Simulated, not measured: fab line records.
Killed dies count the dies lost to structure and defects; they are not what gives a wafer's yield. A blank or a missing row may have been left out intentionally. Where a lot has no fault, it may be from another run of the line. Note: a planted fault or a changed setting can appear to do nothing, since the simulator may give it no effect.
The tool behind it: which one? | flow gf180mcu | 6 lots with 18 wafers sampled at 3 steps, on a route of 602 steps

WHAT THE GAUGES SHOWED, per wafer
GF_CONTACT_CD_MEAS_14 targets a cd of 220 nm.
lot  | measured     | on        | cd_nm (nm)
L489 | day 16 06:04 | cd_sem-02 | 220.6 221.7 221.6
L495 | day 18 20:02 | cd_sem-01 | 193.9 194.2 192.6
L502 | day 21 04:31 | cd_sem-01 | 222.6 221.8 222.2
L504 | day 21 20:34 | cd_sem-02 | 221.1 221.3 221.7
L507 | day 23 00:46 | cd_sem-02 | 219.5 220.4 221.3
L510 | day 24 08:18 | cd_sem-02 | 221.7 221.0 220.2

TOOL THAT RAN EACH LOT (tool first, then ch and the chambers of the sampled wafers, then the start)
lot  | GF_SAB_STRIP_13                      | GF_CONTACT_EXPOSE_11
L489 | plasma_asher-02 ch 0,1, day 15 07:28 | krf_scanner-02 ch 0, day 15 19:27
L495 | plasma_asher-01 ch 0,1, day 17 18:48 | krf_scanner-02 ch 0, day 18 08:22
L502 | plasma_asher-04 ch 0,1, day 20 04:07 | krf_scanner-01 ch 0, day 20 17:19
L504 | plasma_asher-01 ch 0,1, day 20 18:55 | krf_scanner-02 ch 0, day 21 08:34
L507 | plasma_asher-04 ch 0,1, day 22 00:07 | krf_scanner-01 ch 0, day 22 13:11
L510 | plasma_asher-02 ch 0,1, day 23 08:13 | krf_scanner-02 ch 0, day 23 21:34
- GF_SAB_STRIP_13: strips in O2/N2.
- GF_CONTACT_EXPOSE_11: exposes mask Contact, target cd 220 nm.

THE ANSWER, worked out from the rows above alone
Rule: the usual values come from the lots themselves. Put in order of their means at a reading, lots are off if they are a third of the lots or fewer, leave a main group of 4 or more, and stand apart from it by a gap of 3 or more times the standard deviation of the main group's means; of several such gaps the widest counts. Not used: any main group whose means are identical at the precision the tables above print for the reading. A lot without any number at a reading at which 4 lots or more have one is off too. All remaining lots with rows at the step are treated as sound.
Off: L495 (GF_CONTACT_CD_MEAS_14, cd_nm). The main group has a mean of 221.2 nm with a standard deviation of 0.59.
A tool fits if, at a process step before that reading, it ran every lot that is off, and no sound lot after the first of them. Those tools and the gauges at GF_CONTACT_CD_MEAS_14 are tried in the same way. None of those tried fits.

WHAT WAS PUT IN BY THE SIMULATOR
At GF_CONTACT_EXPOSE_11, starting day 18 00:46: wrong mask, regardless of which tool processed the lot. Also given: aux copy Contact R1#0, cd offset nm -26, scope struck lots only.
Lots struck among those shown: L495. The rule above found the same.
